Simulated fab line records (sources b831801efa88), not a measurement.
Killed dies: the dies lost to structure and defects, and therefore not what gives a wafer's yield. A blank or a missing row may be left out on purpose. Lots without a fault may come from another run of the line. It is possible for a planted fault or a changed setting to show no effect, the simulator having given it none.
The same fault as seen by 2 desks | flow gf180mcu | each desk holds nothing but its own numbers, with what lay behind them at the end

## TOOL OWNER'S DESK, pvd-sputter-01
The tool's own readings at GF_V5_SPUTTER_21 (material Ti, target thk 15 nm, time 80.02 s): means of the sampled wafers that have a number, for each lot that ran on this tool. Any lot whose mean is over 4 standard deviations away from the usual mean is out of limits and marked OUT; that distance is given in the brackets.
Columns: A = throttle-valve-pct at GF_V5_SPUTTER_21, usual 30.1 %
lot  | first seen here | A
L631 | day 30 16:52    | 29.5
L636 | day 31 19:28    | 29.9
This desk found nothing out of limits on any of the 2 lots.

## THE METROLOGY DESK
What the gauges read, lot by lot, whatever tool the lot ran on: means of the sampled wafers that have a number. Any lot whose mean is over 4 standard deviations away from the usual mean is out of limits and marked OUT; that distance is given in the brackets.
Columns: A = cd-nm at GF_V5_CD_MEAS_14, usual 259.8 nm; B = V5_OVL at GF_V5_OVL_MEAS_15, usual 0 nm
lot  | first seen here | A     | B
L631 | day 30 16:00    | 258.6 | 1
L630 | day 30 17:53    | 259.5 | 0
L636 | day 31 18:35    | 262.6 | 3
L642 | day 33 08:43    | 262.4 | 8
L643 | day 33 11:57    | 259.4 | 0
This desk found nothing out of limits on any of the 5 lots.

## BROUGHT TOGETHER
The desk of the tool owner found nothing out of limits.
Metrology desk: nothing out of limits seen.

## WHAT HAD BEEN PUT IN BY THE SIMULATOR
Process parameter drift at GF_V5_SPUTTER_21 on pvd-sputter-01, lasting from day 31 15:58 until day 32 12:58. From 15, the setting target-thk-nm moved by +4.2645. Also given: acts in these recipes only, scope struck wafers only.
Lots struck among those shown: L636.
